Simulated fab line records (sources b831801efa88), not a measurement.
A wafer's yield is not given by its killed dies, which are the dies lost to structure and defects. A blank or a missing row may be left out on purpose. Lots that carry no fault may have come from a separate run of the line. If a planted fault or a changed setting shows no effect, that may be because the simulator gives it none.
Chamber matching    flow gf180mcu    GF_V4_ETCH_16 on rie_diel-02: 4 sister chambers
The step etches BARC in N2/H2. 4 wafers are shown with their chamber, then 7 later ones without.

WAFERS, EACH WITH ITS CHAMBER
wafer   chamber  throttle_valve_pct (%)
L779.1  1        13.230
L781.4  2        13.224
L781.6  0        13.219
L789.4  3        13.226

WAFERS MISSING THEIR CHAMBER
wafer   throttle_valve_pct (%)
L789.6  13.218
L794.2  13.232
L794.3  13.231
L794.4  13.225
L798.1  13.221
L798.3  13.221
L798.5  13.221

EACH ONE'S CHAMBER
wafer    from the rows above            in truth
L789.6   0                              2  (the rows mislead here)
L794.2   1                              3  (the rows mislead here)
L794.3   1                              1
L794.4   can't be placed: 2 or 3        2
L798.1   can't be placed: 0 or 2 or 3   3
L798.3   can't be placed: 0 or 2 or 3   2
L798.5   can't be placed: 0 or 2 or 3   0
Correct placement for 1 of the 7. These rows do not allow placing 4 (true chamber among the candidates in 4). Number placed wrongly: 2.
How it was worked out, from the rows above alone: a wafer's distance from a chamber is the root of the sum, over the readings, of the square of ((its reading less the chamber's mean) divided by the reading's scatter). If the next closest chamber is less than 2 further off than the closest, the wafer can't be placed; otherwise it belongs to the closest. For every chamber, the mean is computed from those of its wafers that are shown. The scatter: root of mean squared gap, hidden wafer to nearest shown wafer, with one shown wafer a chamber.
